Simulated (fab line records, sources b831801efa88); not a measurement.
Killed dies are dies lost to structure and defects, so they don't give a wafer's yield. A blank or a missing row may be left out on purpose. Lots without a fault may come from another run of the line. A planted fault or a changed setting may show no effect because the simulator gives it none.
A struck lot beside a sound one | flow gf180mcu | 27 steps out of a route of 602
Sound: wafers L125.1, L125.3, L125.5. Struck: wafers L141.1, L141.2, L141.3. The cause comes at the end.
At each step with rows: each side's tool, then ch and its chambers, then its first start. Under that, the readings that differ: sound wafers | struck wafers | difference of the means | sigmas: that difference in standard deviations of wafers without a fault.
alike: readings whose means differ by less than 2 such deviations, and words and numbers that are the same on both sides. not compared: withheld readings, readings that some wafer has no value for, bounds like >300 that may hide the same value, and numbers for which the record gives no deviation and whose values overlap.
The two part at a step that has a row with sigmas, a row that says differs or no value, or rows on one side only. Numbers that don't overlap but have no deviation are shown without sigmas and don't part them. A reading that every wafer of one side lacks parts them only if that side has two wafers or more.

first, 5 steps without rows for these wafers: GF_V2_ETCH_16 (etches BARC in N2/H2); GF_V2_ETCH_17 (etches SiO2 in C4F8/O2/Ar, stops on TiN, target depth 630 nm); GF_V2_STRIP_18 (strips in O2/N2); GF_V2_STRIP_19 (strips in post etch residue remover, time 1200 s); GF_V2_CLEAN_20 (cleans in DIW).
GF_V2_SPUTTER_21: material Ti, target thk 15 nm, time 80.02 s.
  sound on pvd_sputter-02, day 20 23:17; struck on pvd_sputter-04, day 26 07:50
  alike: cathode_dc_power_W, chamber_pressure_pa, throttle_valve_pct
GF_V2_SPUTTER_22: material TiN, target thk 10 nm, time 40 s.
  sound on pvd_sputter-02, day 20 23:20; struck on pvd_sputter-04, day 26 07:53
  alike: cathode_dc_power_W, chamber_pressure_pa, throttle_valve_pct
then, 1 step without rows for these wafers: GF_V2_CVD_23 (deposits W, target thk 350 nm, time 104.94 s).
GF_V2_RS_MEAS_24: measures by four-point-probe.
  sound on film_metro-02, day 20 23:29; struck on film_metro-03, day 26 08:02
  alike: V2_W_RS
GF_V2_THK_MEAS_25: measures by xrf.
  sound on film_metro-02, day 20 23:37; struck on film_metro-03, day 26 08:10
  alike: V2_W_THK
GF_V2_CMP_26: polishes, stops on SiO2, t overpolish 15 s, target thk 0 nm.
  sound on cmp-02 ch 0,1,3, day 20 23:46; struck on cmp-01 ch 0,1,3, day 26 08:13
  alike: edge_zone_pressure_frac, motor_current_A, overpolish_run_s, retaining_ring_pressure_frac, time_to_endpoint_s
then, 1 step without rows for these wafers: GF_M3_SPUTTER_00 (material Ti, target thk 37.5 nm, time 150 s).
GF_M3_SPUTTER_01: material TiN, target thk 30 nm, time 25 s.
  sound on pvd_sputter-04, day 21 00:04; struck on pvd_sputter-02, day 26 08:37
  no value came back on the struck wafers for cathode_dc_power_W (W), chamber_pressure_pa (Pa), throttle_valve_pct (%); on the sound wafers cathode_dc_power_W (W) reads 6501.3 6502.0 6501.3
GF_M3_SPUTTER_02: material AlCu, target thk 450 nm, time 23.9 s.
  sound on pvd_sputter-04, day 21 00:06; struck on pvd_sputter-02, day 26 08:39
  alike: cathode_dc_power_W, chamber_pressure_pa, throttle_valve_pct
then, 1 step without rows for these wafers: GF_M3_SPUTTER_03 (material Ti, target thk 10 nm, time 6.7 s).
GF_M3_SPUTTER_04: material TiN, target thk 50 nm, time 43.44 s.
  sound on pvd_sputter-04, day 21 00:09; struck on pvd_sputter-02, day 26 08:42
  alike: cathode_dc_power_W, chamber_pressure_pa, throttle_valve_pct
then, 7 steps without rows for these wafers: GF_M3_DEHYDRATE_07 (time 60 s); GF_M3_HMDS_08 (prime time 60 s); GF_M3_COAT_09 (resist thk 1000 nm); GF_M3_SOFTBAKE_10 (time 60 s); GF_M3_EXPOSE_11 (exposes mask Metal3, target cd 280 nm); GF_M3_PEB_12 (peb time 90 s); GF_M3_DEVELOP_13 (develop time 60 s).
GF_M3_CD_MEAS_14: target cd 280 nm.
  sound on cd_sem-01, day 21 23:46; struck on cd_sem-01, day 27 05:16
  alike: cd_nm
GF_M3_OVL_MEAS_15:
  sound on overlay-01, day 21 23:53; struck on overlay-01, day 27 05:23
  alike: M3_OVL
GF_M3_METAL_ETCH_16: etches the open film in Cl2/BCl3, stops on SiO2, target depth 627.5 nm, time 104.6 s.
  sound on rie_metal-04 ch 0, day 21 23:55; struck on rie_metal-04 ch 0,1, day 27 05:25
  reading               | sound             | struck            | difference | sigmas
  mfc_cl2_sccm (sccm)   | 79.72 79.63 79.80 | 80.45 80.06 80.29 | +0.55      | +2
  oes_product_au (a.u.) | 0.973 0.973 0.963 | 0.956 0.952 0.946 | -0.018     | -2
  alike: bias_w, drypump_motor_current_A, throttle_valve_pct
  not compared: rf_hours_counter_h
then, 1 step without rows for these wafers: GF_M3_STRIP_17 (strips in O2/N2).

WHERE THEY PART
First at GF_M3_SPUTTER_01; last, within this record, at GF_M3_METAL_ETCH_16.

WHY: what the simulator had put in
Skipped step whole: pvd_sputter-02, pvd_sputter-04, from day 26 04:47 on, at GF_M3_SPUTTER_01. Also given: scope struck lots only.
